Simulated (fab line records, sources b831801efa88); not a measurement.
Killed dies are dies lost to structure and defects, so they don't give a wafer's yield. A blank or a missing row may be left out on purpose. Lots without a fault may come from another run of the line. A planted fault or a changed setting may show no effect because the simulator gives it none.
Which tool did it? | flow gf180mcu | 12 lots, 36 wafers sampled, at 6 steps of a route of 602

WHAT THE GAUGES READ, wafer by wafer
GF_V2_CD_MEAS_14: target cd 260 nm.
lot  | measured     | on        | cd_nm (nm)
L190 | day 20 03:10 | cd_sem-01 | 259.9 259.6 260.7
L191 | day 20 14:22 | cd_sem-01 | 259.8 260.0 258.9
L192 | day 20 23:28 | cd_sem-02 | 260.8 260.8 259.4
L194 | day 21 16:35 | cd_sem-01 | 259.5 259.7 259.3
L195 | day 22 03:52 | cd_sem-02 | 260.5 259.8 259.8
L202 | day 24 16:46 | cd_sem-02 | 267.6 267.5 267.1
L203 | day 25 00:40 | cd_sem-02 | 268.3 268.8 268.6
L207 | day 26 07:55 | cd_sem-02 | 259.1 259.5 258.5
L210 | day 27 05:22 | cd_sem-01 | 261.5 259.7 260.2
L211 | day 27 07:49 | cd_sem-02 | 261.3 262.3 261.4
L212 | day 27 19:02 | cd_sem-02 | 260.2 259.9 260.3
L213 | day 28 00:55 | cd_sem-02 | 260.5 261.0 260.7

GF_V2_THK_MEAS_25: measures by xrf.
lot  | measured     | on            | V2_W_THK (nm)
L190 | day 20 04:22 | film_metro-03 | 352 352 350
L191 | day 20 15:38 | film_metro-03 | 352 351 348
L192 | day 21 00:39 | film_metro-03 | 349 349 345
L194 | day 21 17:46 | film_metro-01 | 337 338 350
L195 | day 22 05:00 | film_metro-01 | 344 349 355
L202 | day 24 17:58 | film_metro-04 | 351 339 349
L203 | day 25 02:10 | film_metro-04 | 344 341 346
L207 | day 26 09:06 | film_metro-03 | 354 352 349
L210 | day 27 06:30 | film_metro-03 | 344 357 346
L211 | day 27 08:58 | film_metro-03 | 352 357 346
L212 | day 27 20:11 | film_metro-03 | 341 342 354
L213 | day 28 02:04 | film_metro-03 | 343 352 338

WHICH TOOL RAN EACH LOT (tool, then ch and the chambers of the sampled wafers, then the start)
lot  | GF_V2_COAT_09                     | GF_V2_ETCH_17                                 | GF_V2_STRIP_18                       | GF_V2_SPUTTER_21
L190 | litho_track-04 ch 0, day 19 15:00 | rie_diel-04 ch 0,1, day 20 03:28 or earlier   | plasma_asher-04 ch 0,1, day 20 03:28 | pvd_sputter-02, day 20 04:02
L191 | litho_track-04 ch 0, day 20 01:00 | rie_diel-04 ch 0,3, day 20 14:40 or earlier   | plasma_asher-04 ch 0,1, day 20 14:40 | pvd_sputter-02, day 20 15:11
L192 | litho_track-02 ch 0, day 20 11:00 | rie_diel-02 ch 0,2,3, day 20 23:46 or earlier | plasma_asher-02 ch 0,1, day 20 23:46 | pvd_sputter-01, day 21 00:19
L194 | litho_track-03 ch 0, day 21 04:00 | rie_diel-04 ch 0,3, day 21 16:52 or earlier   | plasma_asher-02 ch 0,1, day 21 16:52 | pvd_sputter-02, day 21 17:26
L195 | litho_track-04 ch 0, day 21 15:00 | rie_diel-03 ch 1,2,3, day 22 04:07 or earlier | plasma_asher-04 ch 0,1, day 22 04:07 | pvd_sputter-01, day 22 04:39
L202 | litho_track-04 ch 0, day 24 05:00 | rie_diel-04 ch 1,2,3, day 24 17:04 or earlier | plasma_asher-04 ch 0,1, day 24 17:04 | pvd_sputter-04, day 24 17:38
L203 | litho_track-04 ch 0, day 24 14:00 | rie_diel-02 ch 0,2,3, day 25 00:58 or earlier | plasma_asher-02 ch 0,1, day 25 00:58 | pvd_sputter-04, day 25 01:50
L207 | litho_track-02 ch 0, day 25 21:00 | rie_diel-03 ch 0,1,3, day 26 08:13 or earlier | plasma_asher-03 ch 0, day 26 08:13   | pvd_sputter-02, day 26 08:46
L210 | litho_track-02 ch 0, day 26 18:00 | rie_diel-02 ch 0,1,3, day 27 05:37 or earlier | plasma_asher-03 ch 0,1, day 27 05:37 | pvd_sputter-04, day 27 06:09
L211 | litho_track-03 ch 0, day 26 21:00 | rie_diel-02 ch 0,3, day 27 08:07 or earlier   | plasma_asher-02 ch 0,1, day 27 08:07 | pvd_sputter-02, day 27 08:38
L212 | litho_track-03 ch 0, day 27 08:00 | rie_diel-02 ch 0,2, day 27 19:19 or earlier   | plasma_asher-03 ch 0,1, day 27 19:19 | pvd_sputter-02, day 27 19:50
L213 | litho_track-02 ch 0, day 27 14:00 | rie_diel-04 ch 1,2,3, day 28 01:13 or earlier | plasma_asher-04 ch 0,1, day 28 01:13 | pvd_sputter-02, day 28 01:44
- GF_V2_COAT_09: resist thk 1000 nm.
- GF_V2_ETCH_17: etches SiO2 in C4F8/O2/Ar, stops on TiN, target depth 630 nm.
- GF_V2_STRIP_18: strips in O2/N2.
- GF_V2_SPUTTER_21: material Ti, target thk 15 nm, time 80.02 s.

WHAT THE TOOLS THEMSELVES READ (means of the sampled wafers that have a number; where no wafer has one, the mark that the record gives instead)
GF_V2_ETCH_17.
lot  | tool        | oes_product_au (a.u.)
L190 | rie_diel-04 | 0.857
L191 | rie_diel-04 | 0.852
L192 | rie_diel-02 | 0.853
L194 | rie_diel-04 | 0.857
L195 | rie_diel-03 | 0.854
L202 | rie_diel-04 | 0.857
L203 | rie_diel-02 | 0.853
L207 | rie_diel-03 | 0.855
L210 | rie_diel-02 | 0.857
L211 | rie_diel-02 | 0.861
L212 | rie_diel-02 | 0.857
L213 | rie_diel-04 | 0.855

GF_V2_STRIP_18.
lot  | tool            | drypump_motor_current_A (A) | heater_power_w (W) | oes_product_au (a.u.)
L190 | plasma_asher-04 | 6.0                         | 351                | 0.592
L191 | plasma_asher-04 | 6.0                         | 310                | 0.591
L192 | plasma_asher-02 | 5.6                         | 344                | 0.588
L194 | plasma_asher-02 | 5.6                         | 336                | 0.592
L195 | plasma_asher-04 | 6.0                         | 311                | 0.594
L202 | plasma_asher-04 | 6.0                         | 348                | 0.529
L203 | plasma_asher-02 | 5.7                         | 340                | 0.528
L207 | plasma_asher-03 | 5.7                         | 307                | 0.593
L210 | plasma_asher-03 | 5.1                         | 319                | 0.587
L211 | plasma_asher-02 | 6.0                         | 387                | 0.600
L212 | plasma_asher-03 | 5.1                         | 320                | 0.597
L213 | plasma_asher-04 | 6.0                         | 312                | 0.596

GF_V2_SPUTTER_21.
lot  | tool           | throttle_valve_pct (%)
L190 | pvd_sputter-02 | 30.7
L191 | pvd_sputter-02 | 30.8
L192 | pvd_sputter-01 | 31.0
L194 | pvd_sputter-02 | 29.9
L195 | pvd_sputter-01 | 30.8
L202 | pvd_sputter-04 | 30.4
L203 | pvd_sputter-04 | 30.2
L207 | pvd_sputter-02 | 30.6
L210 | pvd_sputter-04 | 31.2
L211 | pvd_sputter-02 | 31.0
L212 | pvd_sputter-02 | 30.5
L213 | pvd_sputter-02 | 29.6

THE ANSWER, worked out from the rows above alone
Rule: what is usual is taken from the lots themselves. Put in order of their means at a reading, lots are off if they are a third of the lots or fewer, leave a main group of 4 or more, and stand apart from it by a gap of 3 or more times the standard deviation of the main group's means; of several such gaps the widest counts. A main group whose means are all the same, to the digits that the tables above print for the reading, isn't used. A lot without any number at a reading at which 4 lots or more have one is off too. The other lots that the step has rows for count as sound. The gauges are gone through in route order, then the tools' own readings, and for those a lot's mean is taken as printed above. The first step at which some lot is off is used, and at that step the reading that is off furthest; a lot without a number counts as furthest.
Off: L202, L203, at GF_V2_CD_MEAS_14 (cd_nm). The main group: mean 260.2 nm, standard deviation 0.69.
A tool fits if, at a process step before that reading, it ran every lot that is off, and no sound lot after the first of them. The gauges at GF_V2_CD_MEAS_14 aren't tried: what is off there is off at GF_V2_STRIP_18 too, on other tools, and a gauge's error can't cause that. One fits: litho_track-04 at GF_V2_COAT_09. Its last sound lot is L195 (day 21 15:00), its first lot that is off L202 (day 24 05:00): a fault that began between those two fits.

WHAT THE SIMULATOR HAD PUT IN
Process parameter drift: litho_track-04, from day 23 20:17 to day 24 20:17, at GF_V2_COAT_09. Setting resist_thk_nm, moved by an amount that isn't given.
Lots struck among those shown: L202, L203. The rule above found the same.
